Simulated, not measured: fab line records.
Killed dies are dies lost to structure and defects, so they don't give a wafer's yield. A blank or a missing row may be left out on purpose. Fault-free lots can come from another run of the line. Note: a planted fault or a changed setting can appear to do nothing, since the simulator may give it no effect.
Split-lot experiment :: flow sfq line :: route with 325 steps; 5 lots, 15 wafers read

== SPLIT DETAILS ==
At SFQ_TRILAYER_M1_LITHO_COAT_044 (resist thk 62 nm), the setting resist thk nm was moved away from the recipe's 62 nm on 5 of the 15 wafers read, by -3.4% to +2.2%. For the rest of the wafers, this setting stayed at what the recipe calls for.

== FROM THE SPLIT TO THE READING: what the file shows between them, 3 steps ==
- SFQ_TRILAYER_M1_LITHO_COAT_039: resist thk 600 nm
- SFQ_TRILAYER_M1_LITHO_SOFTBAKE_043
- SFQ_TRILAYER_M1_LITHO_DEVELOP_041: time 60 s

== THE READING ==
etch.depth nm (the simulator's own value, which no gauge read), in nm, at SFQ_TRILAYER_M1_BARC_OPEN_METAL_ETCH_054 (etches BARC in O2, target depth 125 nm, time 41.7 s). The file does not state a usual value for it. The 10 wafers here that ran the recipe average 61.84 nm, standard deviation 0.14 nm.

wafer: L076.3
tool, chamber at the split: litho track-04, 0
resist thk nm as run, nm: 62
against the recipe: recipe
etch.depth nm, nm: 61.7
against lot-mates on the recipe: -

wafer: L076.5
tool, chamber at the split: litho track-04, 0
resist thk nm as run, nm: 59.88
against the recipe: -3.4%
etch.depth nm, nm: 59.83
against lot-mates on the recipe: -1.87

wafer: L076.6
tool, chamber at the split: litho track-04, 0
resist thk nm as run, nm: 59.88
against the recipe: -3.4%
etch.depth nm, nm: 59.54
against lot-mates on the recipe: -2.16

wafer: L077.1
tool, chamber at the split: litho track-03, 0
resist thk nm as run, nm: 62
against the recipe: recipe
etch.depth nm, nm: 61.84
against lot-mates on the recipe: -

wafer: L077.2
tool, chamber at the split: litho track-03, 0
resist thk nm as run, nm: 62
against the recipe: recipe
etch.depth nm, nm: 61.92
against lot-mates on the recipe: -

wafer: L079.2
tool, chamber at the split: litho track-03, 0
resist thk nm as run, nm: 62
against the recipe: recipe
etch.depth nm, nm: 61.67
against lot-mates on the recipe: -

wafer: L079.4
tool, chamber at the split: litho track-03, 0
resist thk nm as run, nm: 62
against the recipe: recipe
etch.depth nm, nm: 61.79
against lot-mates on the recipe: -

wafer: L079.6
tool, chamber at the split: litho track-03, 0
resist thk nm as run, nm: 62
against the recipe: recipe
etch.depth nm, nm: 61.76
against lot-mates on the recipe: -

wafer: L082.1
tool, chamber at the split: litho track-04, 0
resist thk nm as run, nm: 62
against the recipe: recipe
etch.depth nm, nm: 61.86
against lot-mates on the recipe: -

wafer: L082.3
tool, chamber at the split: litho track-04, 0
resist thk nm as run, nm: 61.05
against the recipe: -1.5%
etch.depth nm, nm: 60.82
against lot-mates on the recipe: -1.01

wafer: L082.4
tool, chamber at the split: litho track-04, 0
resist thk nm as run, nm: 62
against the recipe: recipe
etch.depth nm, nm: 61.81
against lot-mates on the recipe: -

wafer: L082.5
tool, chamber at the split: litho track-04, 0
resist thk nm as run, nm: 62
against the recipe: recipe
etch.depth nm, nm: 61.82
against lot-mates on the recipe: -

wafer: L082.6
tool, chamber at the split: litho track-04, 0
resist thk nm as run, nm: 61.05
against the recipe: -1.5%
etch.depth nm, nm: 60.93
against lot-mates on the recipe: -0.90

wafer: L084.3
tool, chamber at the split: litho track-03, 0
resist thk nm as run, nm: 63.35
against the recipe: +2.2%
etch.depth nm, nm: 63.39
against lot-mates on the recipe: +1.18

wafer: L084.4
tool, chamber at the split: litho track-03, 0
resist thk nm as run, nm: 62
against the recipe: recipe
etch.depth nm, nm: 62.21
against lot-mates on the recipe: -

THE FIT
A straight line over all 15 wafers: etch.depth nm changes by +0.646 nm for each +1% of resist thk nm; r = +0.99; the points scatter about the line by 0.14 nm.
The same after taking each lot's own level away (the mean of its wafers on the recipe; 15 wafers): +0.583 nm for each +1%; r = +1.00; scatter 0.075 nm.
The reading moves by 2 nm for the largest change in resist thk nm, on that fit.
From 61.700 to 62.210 nm: that is the span of the lots' own levels, equal to 3.6 times the standard deviation above.
In other words, the slope is changed by the lot-to-lot level; the two fits disagree.
Check: with one of the wafers moved furthest among these (-3.4%) left out of the fit, the line predicts -2.09 nm for it against its lot-mates. Against them it came out at -1.87 nm.

== ADDITIONAL SPLITS CARRIED BY THESE WAFERS ==
Other splits were also applied to these wafers ahead of the reading. Each is held against what the fit with the lots' levels taken away leaves over:
other split on the same wafers: SFQ_TRILAYER_INCOMING_OXIDATION_002 ox time s
wafers away from the commonest value: 7
r with etch.depth nm (lot level and that fit taken away): +0.10

other split on the same wafers: SFQ_TRILAYER_M0_LITHO_COAT_026 resist thk nm
wafers away from the commonest value: 5
r with etch.depth nm (lot level and that fit taken away): -0.15

other split on the same wafers: SFQ_TRILAYER_M0_LITHO_PEB_024 peb time s
wafers away from the commonest value: 7
r with etch.depth nm (lot level and that fit taken away): -0.25

other split on the same wafers: SFQ_TRILAYER_I0_DEP_PECVD_027 time s
wafers away from the commonest value: 7
r with etch.depth nm (lot level and that fit taken away): +0.50

other split on the same wafers: SFQ_TRILAYER_I0_VIA_LITHO_COAT_036 resist thk nm
wafers away from the commonest value: 5
r with etch.depth nm (lot level and that fit taken away): +0.05

== THE WHOLE CHAIN: every reading that the file lists as answering this split, in the file's order ==
step: SFQ_TRILAYER_M1_LITHO_COAT_044
what it does: resist thk 62 nm
reading: BARC_of_TRILAYER_M1_LITHO_COAT_044.thk nm (the simulator's own value, which no gauge read)
change (the file's fit): +0.591 nm for each +1% of the setting
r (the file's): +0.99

step: SFQ_TRILAYER_M1_BARC_OPEN_METAL_ETCH_054
what it does: etches BARC in O2, target depth 125 nm, time 41.7 s
reading: etch.depth nm (the simulator's own value, which no gauge read)
change (the file's fit): +0.587 nm for each +1% of the setting
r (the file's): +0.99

== FILE'S OWN FIT ==
etch.depth nm changes by +0.587 nm for each +1% of resist thk nm, r = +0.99.
